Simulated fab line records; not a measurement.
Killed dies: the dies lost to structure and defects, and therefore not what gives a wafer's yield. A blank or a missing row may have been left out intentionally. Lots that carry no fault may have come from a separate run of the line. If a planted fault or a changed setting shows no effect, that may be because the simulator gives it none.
Which tool did it? ; flow gf180mcu ; 13 lots with 39 wafers sampled at 5 steps, on a route of 602 steps

## WHAT EACH GAUGE READ, for each wafer
GF_MVSD_TW_MEAS_11.
lot;measured;on;MVSD_TW
L388;day 4 10:34;film metro-04;1581 1578 1578
L389;day 4 16:26;film metro-02;1568 1575 1571
L390;day 4 20:47;film metro-01;1561 1566 1568
L391;day 5 02:53;film metro-04;1588 1578 1585
L392;day 5 11:10;film metro-02;1587 1583 1589
L393;day 5 15:01;film metro-01;1572 1575 1563
L394;day 5 19:29;film metro-04;1580 1589 1578
L401;day 7 23:13;film metro-02;1740 1750 1731 1739 1741 1747
L402;day 8 00:08;film metro-04;1754 1763 1764 1752 1758 1761
L404;day 8 09:35;film metro-01;1570 1567 1568
L406;day 8 20:28;film metro-04;1586 1591 1585
L405;day 8 21:07;film metro-04;1581 1576 1588
L408;day 9 10:07;film metro-01;1572 1575 1565

GF_HV_LDD_TW_MEAS_38.
lot;measured;on;HV_LDD_3_TW
L388;day 11 09:49;film metro-04;1433 1437 1443
L389;day 11 18:17;film metro-01;1430 1418 1418
L390;day 11 22:53;film metro-02;1425 1431 1433
L391;day 12 07:17;film metro-04;1447 1443 1444
L392;day 12 20:05;film metro-02;1440 1435 1442
L393;day 13 00:17;film metro-04;1441 1426 1439
L394;day 13 10:02;film metro-02;1438 1438 1444
L401;day 16 02:41;film metro-04;1441 1436 1441
L402;day 16 14:05;film metro-01;1436 1434 1431
L404;day 16 19:18;film metro-01;1430 1430 1433
L406;day 17 10:37;film metro-04;1436 1447 1444
L405;day 17 12:17;film metro-02;1451 1439 1440
L408;day 18 08:14;film metro-04;1442 1445 1443

GF_HV_LDD_CD_MEAS_46 targets a cd of 400 nm.
lot;measured;on;cd nm (nm)
L388;day 12 04:55;cd sem-02;394.7 394.5 397.5
L389;day 12 12:32;cd sem-02;401.2 399.8 397.9
L390;day 12 18:01;cd sem-01;396.1 398.5 395.5
L391;day 13 02:04;cd sem-01;401.7 401.1 400.3
L392;day 13 15:15;cd sem-02;402.8 403.7 405.0
L393;day 13 19:23;cd sem-01;400.3 402.9 402.1
L394;day 14 05:37;cd sem-02;401.0 399.2 400.1
L401;day 17 01:31;cd sem-01;399.1 398.4 399.8
L402;day 17 13:01;cd sem-01;397.2 399.3 400.6
L404;day 17 18:53;cd sem-02;402.4 401.0 400.9
L406;day 18 09:22;cd sem-01;400.0 396.5 400.4
L405;day 18 11:26;cd sem-02;401.5 399.8 399.3
L408;day 19 08:07;cd sem-02;399.8 398.8 399.5

## WHICH TOOL RAN EACH LOT (tool, then ch and the chambers of the sampled wafers, then the start)
lot;GF_MVSD_IMPLANT_08;GF_MVPSD_STRIP_10
L388;implanter-01 ch 0, day 4 10:10;plasma asher-04 ch 0,1, day 4 23:55
L389;implanter-04 ch 0, day 4 16:02;plasma asher-04 ch 0,1, day 5 05:34
L390;implanter-04 ch 0, day 4 20:25;plasma asher-01 ch 0,1, day 5 09:34
L391;implanter-02 ch 0, day 5 02:31;plasma asher-01 ch 0,1, day 5 16:55
L392;implanter-02 ch 0, day 5 10:46;plasma asher-01 ch 0,1, day 6 01:29
L393;implanter-01 ch 0, day 5 14:38;plasma asher-01 ch 0,1, day 6 05:43
L394;implanter-01 ch 0, day 5 19:07;plasma asher-01 ch 0,1, day 6 10:22
L401;implanter-02 ch 0, day 7 22:50;plasma asher-04 ch 0,1, day 8 15:36
L402;implanter-02 ch 0, day 7 23:46;plasma asher-03 ch 0,1, day 8 17:10
L404;implanter-04 ch 0, day 8 09:14;plasma asher-04 ch 0,1, day 9 01:56
L406;implanter-04 ch 0, day 8 20:06;plasma asher-03 ch 0,1, day 9 13:31
L405;implanter-01 ch 0, day 8 20:44;plasma asher-03 ch 0,1, day 9 14:26
L408;implanter-04 ch 0, day 9 09:44;plasma asher-01 ch 0,1, day 10 03:38
- GF_MVSD_IMPLANT_08
- GF_MVPSD_STRIP_10: strips in O2/N2.

## WHAT THE TOOLS THEMSELVES READ (means of the sampled wafers that have a number; where no wafer has one, the mark that the record gives instead)
GF_MVSD_IMPLANT_08.
lot;tool;dose ions cm2;tilt deg (degrees)
L388;implanter-01;1.6000e+13;-0.015
L389;implanter-04;1.5988e+13;0.017
L390;implanter-04;1.6016e+13;0.029
L391;implanter-02;1.6000e+13;0.017
L392;implanter-02;1.5982e+13;0.017
L393;implanter-01;1.5996e+13;-0.002
L394;implanter-01;1.6003e+13;0.011
L401;implanter-02;1.6005e+13;10.859
L402;implanter-02;1.5989e+13;10.905
L404;implanter-04;1.5987e+13;0.001
L406;implanter-04;1.6011e+13;-0.007
L405;implanter-01;1.6005e+13;0.032
L408;implanter-04;1.6005e+13;-0.027

GF_MVPSD_STRIP_10.
lot;tool;drypump motor current A (A);heater power w (W);oes product au (a.u.);platen temp c (C);strip time to endpoint s (s)
L388;plasma asher-04;5.4;303;0.725;250.25;36.88
L389;plasma asher-04;5.1;292;0.725;250.01;37.08
L390;plasma asher-01;6.2;380;0.721;249.98;37.01
L391;plasma asher-01;5.9;373;0.721;250.11;36.87
L392;plasma asher-01;6.1;383;0.724;249.90;36.92
L393;plasma asher-01;6.1;378;0.720;250.04;37.01
L394;plasma asher-01;6.2;383;0.721;250.03;37.06
L401;plasma asher-04;5.4;301;0.726;249.93;37.02
L402;plasma asher-03;6.2;330;0.727;250.03;36.77
L404;plasma asher-04;5.1;292;0.721;249.74;37.05
L406;plasma asher-03;6.2;343;0.722;249.95;37.09
L405;plasma asher-03;6.2;335;0.728;250.14;36.90
L408;plasma asher-01;6.2;377;0.727;250.02;36.83

## THE ANSWER, worked out from the rows above alone
Rule: the usual values come from the lots themselves. The widest of any qualifying gaps counts: lots, ordered by their means at a reading, are off when they make up no more than a third of the lots, leave a main group of 4 or more, and stand apart from it by 3 or more times the standard deviation of that group's means. Not used: any main group whose means are identical at the precision the tables above print for the reading. A lot without any number at a reading at which 4 lots or more have one is off too. All remaining lots with rows at the step are treated as sound. After the gauges, taken in route order, come the tools' own readings; for these a lot's mean is taken, as printed above. The first step at which some lot is off is used, and at that step the reading that is off furthest; a lot without a number counts as furthest.
Off: at GF_MVSD_TW_MEAS_11 (MVSD_TW), L401, L402. Mean 1577 and standard deviation 7.6 in the main group.
If a tool, at a process step before that reading, ran all the lots that are off and no sound lot after the first of them, it fits. Not tried: the gauges at GF_MVSD_TW_MEAS_11; whatever is off there is also off at GF_MVSD_IMPLANT_08, on other tools, and gauge error can't account for it. One candidate fits, namely implanter-02 at GF_MVSD_IMPLANT_08. Its last sound lot is L392 (day 5 10:46), its first lot that is off L401 (day 7 22:50): a fault that began between those two fits.
The tool's own readings at GF_MVSD_IMPLANT_08 bear it out: on the lots that are off they differ by more than 5 times the standard deviation of the sound lots' means. tilt deg reads 10.882 degrees there against 0.007 degrees on the sound lots.

## WHAT THE SIMULATOR HAD PUT IN
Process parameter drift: implanter-02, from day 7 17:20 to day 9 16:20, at GF_MVSD_IMPLANT_08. From 0, the setting tilt deg moved by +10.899. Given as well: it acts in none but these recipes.
Lots struck among those shown: L401, L402. The rule above reached the same finding.
